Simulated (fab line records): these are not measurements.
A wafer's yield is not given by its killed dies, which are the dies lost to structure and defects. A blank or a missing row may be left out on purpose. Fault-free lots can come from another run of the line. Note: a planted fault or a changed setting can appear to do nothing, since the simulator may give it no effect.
Which tool did it? | flow sky130 | 14 lots, 42 wafers sampled, at 4 steps of a route of 708

== WHAT EACH GAUGE READ, for each wafer ==
The record holds no reading of a measuring or inspecting step that can be judged against a usual standard deviation.

== EACH LOT AND THE TOOL THAT RAN IT (in order: tool; ch and the chambers of the sampled wafers; start) ==
lot  | SKY_VIA2_SPUTTER_20          | SKY_CAPM_CVD_00                 | SKY_CAPM_SPUTTER_02          | SKY_CAPM_METAL_ETCH_13
L990 | pvd-sputter-04, day 36 09:06 | pecvd-03 ch 0,2, day 36 09:56   | pvd-sputter-03, day 36 10:01 | rie-metal-03 ch 1, day 37 12:11
L991 | pvd-sputter-04, day 36 19:10 | pecvd-01 ch 0,2, day 36 20:07   | pvd-sputter-03, day 36 20:12 | rie-metal-01 ch 1, day 37 21:43
L992 | pvd-sputter-03, day 37 08:14 | pecvd-03 ch 0,1,2, day 37 09:04 | pvd-sputter-03, day 37 09:08 | rie-metal-01 ch 1, day 38 10:32
L994 | pvd-sputter-02, day 37 21:54 | pecvd-01 ch 0, day 37 22:45     | pvd-sputter-04, day 37 22:50 | rie-metal-01 ch 0,1, day 39 00:16
L997 | pvd-sputter-03, day 38 19:34 | pecvd-04 ch 0,1,2, day 38 20:37 | pvd-sputter-03, day 38 20:42 | rie-metal-02 ch 0,1, day 39 21:52
L998 | pvd-sputter-04, day 39 05:12 | pecvd-01 ch 0,1,2, day 39 06:02 | pvd-sputter-03, day 39 06:07 | rie-metal-03 ch 0,1, day 40 06:31
L103 | pvd-sputter-03, day 40 21:59 | pecvd-01 ch 0,1,2, day 40 22:48 | pvd-sputter-01, day 40 22:53 | rie-metal-02 ch 0, day 41 22:53
L105 | pvd-sputter-04, day 41 14:02 | pecvd-01 ch 1,2, day 41 14:51   | pvd-sputter-03, day 41 14:56 | rie-metal-01 ch 0,1, day 42 14:05
L106 | pvd-sputter-02, day 42 03:11 | pecvd-04 ch 0,2, day 42 04:04   | pvd-sputter-03, day 42 04:08 | rie-metal-02 ch 1, day 43 03:07
L107 | pvd-sputter-04, day 42 04:16 | pecvd-01 ch 0,1,2, day 42 05:07 | pvd-sputter-04, day 42 05:12 | rie-metal-02 ch 0,1, day 43 04:26
L108 | pvd-sputter-03, day 42 10:22 | pecvd-03 ch 0,1,2, day 42 11:15 | pvd-sputter-01, day 42 11:20 | rie-metal-01 ch 0,1, day 43 10:23
L109 | pvd-sputter-02, day 42 11:17 | pecvd-04 ch 0,2, day 42 12:06   | pvd-sputter-03, day 42 12:11 | rie-metal-03 ch 0,1, day 43 11:37
L110 | pvd-sputter-03, day 42 17:09 | pecvd-03 ch 0,2, day 42 17:59   | pvd-sputter-03, day 42 18:04 | rie-metal-01 ch 0,1, day 43 16:49
L111 | pvd-sputter-04, day 43 03:27 | pecvd-01 ch 0,2, day 43 04:16   | pvd-sputter-01, day 43 04:21 | rie-metal-01 ch 0,1, day 44 02:32
- SKY_VIA2_SPUTTER_20: material TiN, target thk 20 nm, time 80 s.
- SKY_CAPM_CVD_00: deposits SiO2, target thk 15.5 nm.
- SKY_CAPM_SPUTTER_02: material TiN, target thk 200 nm, time 166.7 s.
- SKY_CAPM_METAL_ETCH_13: etches TiN in Cl2/BCl3, stops on SiO2, target depth 220 nm, time 62.9 s.

== WHAT THE TOOLS THEMSELVES READ (means of the sampled wafers that have a number; where no wafer has one, the mark that the record gives instead) ==
SKY_VIA2_SPUTTER_20.
lot  | tool           | cathode-dc-power-W (W) | throttle-valve-pct (%)
L990 | pvd-sputter-04 | 3999.3                 | 29.2
L991 | pvd-sputter-04 | 3999.9                 | 28.4
L992 | pvd-sputter-03 | 4000.4                 | 29.8
L994 | pvd-sputter-02 | 4000.5                 | 31.4
L997 | pvd-sputter-03 | 3999.4                 | 29.4
L998 | pvd-sputter-04 | 4000.3                 | 29.9
L103 | pvd-sputter-03 | 3999.2                 | 29.2
L105 | pvd-sputter-04 | 4000.1                 | 28.4
L106 | pvd-sputter-02 | 4000.2                 | 31.5
L107 | pvd-sputter-04 | 3999.7                 | 28.8
L108 | pvd-sputter-03 | 4000.2                 | 29.8
L109 | pvd-sputter-02 | 4000.0                 | 30.3
L110 | pvd-sputter-03 | 4000.4                 | 30.4
L111 | pvd-sputter-04 | 4000.6                 | 29.9

SKY_CAPM_CVD_00.
lot  | tool     | heater-power-outer-w (W) | heater-power-w (W)
L990 | pecvd-03 | 471                      | 755
L991 | pecvd-01 | 492                      | 825
L992 | pecvd-03 | 526                      | 837
L994 | pecvd-01 | 440                      | 773
L997 | pecvd-04 | -                        | -
L998 | pecvd-01 | -                        | -
L103 | pecvd-01 | 455                      | 777
L105 | pecvd-01 | 450                      | 769
L106 | pecvd-04 | 388                      | 639
L107 | pecvd-01 | 423                      | 743
L108 | pecvd-03 | 559                      | 881
L109 | pecvd-04 | 403                      | 649
L110 | pecvd-03 | 508                      | 808
L111 | pecvd-01 | 500                      | 835

SKY_CAPM_SPUTTER_02.
lot  | tool           | cathode-dc-power-W (W) | throttle-valve-pct (%)
L990 | pvd-sputter-03 | 6500.3                 | 29.7
L991 | pvd-sputter-03 | 6500.3                 | 31.1
L992 | pvd-sputter-03 | 6500.5                 | 31.4
L994 | pvd-sputter-04 | 6499.6                 | 30.2
L997 | pvd-sputter-03 | 6499.4                 | 30.5
L998 | pvd-sputter-03 | 6500.0                 | 31.0
L103 | pvd-sputter-01 | 6499.5                 | 31.1
L105 | pvd-sputter-03 | 6499.8                 | 29.6
L106 | pvd-sputter-03 | 6499.4                 | 29.9
L107 | pvd-sputter-04 | 6500.4                 | 28.9
L108 | pvd-sputter-01 | 6497.9                 | 30.0
L109 | pvd-sputter-03 | 6500.5                 | 28.9
L110 | pvd-sputter-03 | 6499.4                 | 29.6
L111 | pvd-sputter-01 | 6500.5                 | 30.8

SKY_CAPM_METAL_ETCH_13.
lot  | tool         | drypump-motor-current-A (A) | he-backside-leak-sccm (sccm) | oes-product-au (a.u.) | throttle-valve-pct (%)
L990 | rie-metal-03 | 6.0                         | 3.52                         | 0.936                 | 21.906
L991 | rie-metal-01 | 5.3                         | 3.38                         | 0.935                 | 21.905
L992 | rie-metal-01 | 5.3                         | 3.49                         | 0.937                 | 21.908
L994 | rie-metal-01 | 6.0                         | 4.11                         | 0.935                 | 21.907
L997 | rie-metal-02 | 5.5                         | 3.13                         | 0.942                 | 21.904
L998 | rie-metal-03 | 5.8                         | 3.50                         | 0.940                 | 21.902
L103 | rie-metal-02 | 5.7                         | 3.28                         | 0.937                 | 21.902
L105 | rie-metal-01 | 5.7                         | 3.56                         | 0.931                 | 21.905
L106 | rie-metal-02 | 5.4                         | 3.36                         | 0.941                 | 21.896
L107 | rie-metal-02 | 5.5                         | 3.43                         | 0.941                 | 21.897
L108 | rie-metal-01 | 5.6                         | 3.31                         | 0.944                 | 21.902
L109 | rie-metal-03 | 5.8                         | 3.34                         | 0.944                 | 21.900
L110 | rie-metal-01 | 5.7                         | 3.60                         | 0.929                 | 21.908
L111 | rie-metal-01 | 5.6                         | 3.49                         | 0.934                 | 21.906

== THE ANSWER, worked out from the rows above alone ==
Rule: what is usual is taken from the lots themselves. The widest of any qualifying gaps counts: lots, ordered by their means at a reading, are off when they make up no more than a third of the lots, leave a main group of 4 or more, and stand apart from it by 3 or more times the standard deviation of that group's means. The tables above print the reading to a certain number of digits; a main group whose means all agree to those digits is not used. Also off: a lot with no number at a reading for which 4 or more lots have one. Any other lot the step has rows for is counted as sound. The gauges are gone through in route order, then the tools' own readings, and for those a lot's mean is taken as printed above. At the first step where some lot is off, the reading lying furthest off is the one used; lots without a number count as furthest.
Off: L997, L998 (SKY_CAPM_CVD_00, heater-power-outer-w). Without a number there: L997, L998. The main group has a mean of 468 W with a standard deviation of 49.
If a tool, at that step or one of the process steps before it, ran each lot that is off and ran no sound lot following the first of them, it fits. No candidate that was tried fits.

== WHAT THE SIMULATOR PUT IN ==
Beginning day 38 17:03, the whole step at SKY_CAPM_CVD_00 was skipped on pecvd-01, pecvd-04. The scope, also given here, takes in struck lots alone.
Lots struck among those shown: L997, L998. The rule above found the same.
